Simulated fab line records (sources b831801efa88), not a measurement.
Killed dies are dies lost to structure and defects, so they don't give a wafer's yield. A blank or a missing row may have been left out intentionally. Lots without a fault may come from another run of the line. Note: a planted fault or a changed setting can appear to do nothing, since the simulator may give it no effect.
Matching of chambers + flow gf180mcu + 4 sister chambers for GF_V3_ETCH_16 on rie diel-01
The step etches BARC in N2/H2. 20 wafers are shown with their chamber, then 10 later ones without.

WAFERS, EACH WITH ITS CHAMBER
| wafer  | chamber | drypump motor current A (A) | oes product au (a.u.) | throttle valve pct (%) |
|--------|---------|-----------------------------|-----------------------|------------------------|
| L075.2 | 2       | 5.7                         | 0.858                 | 13.217                 |
| L075.4 | 1       | 5.6                         | 0.851                 | 13.212                 |
| L075.6 | 2       | 5.7                         | 0.853                 | 13.230                 |
| L076.1 | 2       | 5.7                         | 0.855                 | 13.235                 |
| L076.2 | 0       | 6.4                         | 0.852                 | 13.229                 |
| L076.6 | 2       | 5.7                         | 0.850                 | 13.214                 |
| L079.1 | 0       | 6.5                         | 0.856                 | 13.205                 |
| L079.3 | 2       | 5.7                         | 0.848                 | 13.223                 |
| L079.6 | 0       | 6.5                         | 0.853                 | 13.212                 |
| L083.3 | 1       | 5.6                         | 0.846                 | 13.230                 |
| L083.4 | 3       | 5.5                         | 0.851                 | 13.220                 |
| L083.5 | 1       | 5.6                         | 0.853                 | 13.217                 |
| L084.2 | 2       | 5.7                         | 0.849                 | 13.206                 |
| L084.3 | 1       | 5.6                         | 0.853                 | 13.209                 |
| L084.6 | 3       | 5.5                         | 0.847                 | 13.230                 |
| L085.1 | 0       | 6.5                         | 0.854                 | 13.223                 |
| L085.5 | 2       | 5.7                         | 0.845                 | 13.207                 |
| L085.6 | 3       | 5.5                         | 0.860                 | 13.217                 |
| L089.2 | 3       | 5.5                         | 0.859                 | 13.227                 |
| L089.3 | 2       | 5.7                         | 0.849                 | 13.210                 |

SIGNATURES, as means of the wafers listed above
| reading                 | chamber 0 | chamber 1 | chamber 2 | chamber 3 | scatter within a chamber |
|-------------------------|-----------|-----------|-----------|-----------|--------------------------|
| drypump motor current A | 6.475     | 5.600     | 5.700     | 5.500     | 0.0217                   |
| oes product au          | 0.85375   | 0.85075   | 0.85087   | 0.85425   | 0.00421                  |
| throttle valve pct      | 13.21725  | 13.21700  | 13.21775  | 13.22350  | 0.00974                  |
Rule: for a wafer and a chamber, the distance is found by dividing, reading by reading, the gap between the wafer's reading and the chamber's mean by the reading's scatter, squaring, summing and taking the root. If the next closest chamber is less than 2 further off than the closest, the wafer can't be placed; otherwise it belongs to the closest. The scatter: the root of (the sum of the squares of (reading less its chamber's mean) over the shown wafers, divided by (wafers less chambers)).

WAFERS WHOSE CHAMBER IS MISSING
| wafer  | drypump motor current A (A) | oes product au (a.u.) | throttle valve pct (%) |
|--------|-----------------------------|-----------------------|------------------------|
| L089.6 | 6.5                         | 0.854                 | 13.225                 |
| L090.1 | 5.7                         | 0.852                 | 13.220                 |
| L090.4 | 6.5                         | 0.859                 | 13.196                 |
| L090.6 | 5.5                         | 0.856                 | 13.222                 |
| L096.1 | 5.7                         | 0.852                 | 13.235                 |
| L096.4 | 5.8                         | 0.844                 | 13.228                 |
| L096.6 | 5.5                         | 0.858                 | 13.234                 |
| L097.4 | 5.7                         | 0.862                 | 13.240                 |
| L097.5 | 5.5                         | 0.862                 | 13.226                 |
| L097.6 | 5.6                         | 0.854                 | 13.238                 |

WHICH CHAMBER EACH WENT THROUGH
| wafer  | from the rows above | in truth |
|--------|---------------------|----------|
| L089.6 | 0                   | 0        |
| L090.1 | 2                   | 2        |
| L090.4 | 0                   | 0        |
| L090.6 | 3                   | 3        |
| L096.1 | 2                   | 2        |
| L096.4 | 2                   | 2        |
| L096.6 | 3                   | 3        |
| L097.4 | 2                   | 2        |
| L097.5 | 3                   | 3        |
| L097.6 | 1                   | 1        |
Placed correctly: 10 of 10. Number that these rows cannot place: 0. Wrongly placed: 0.
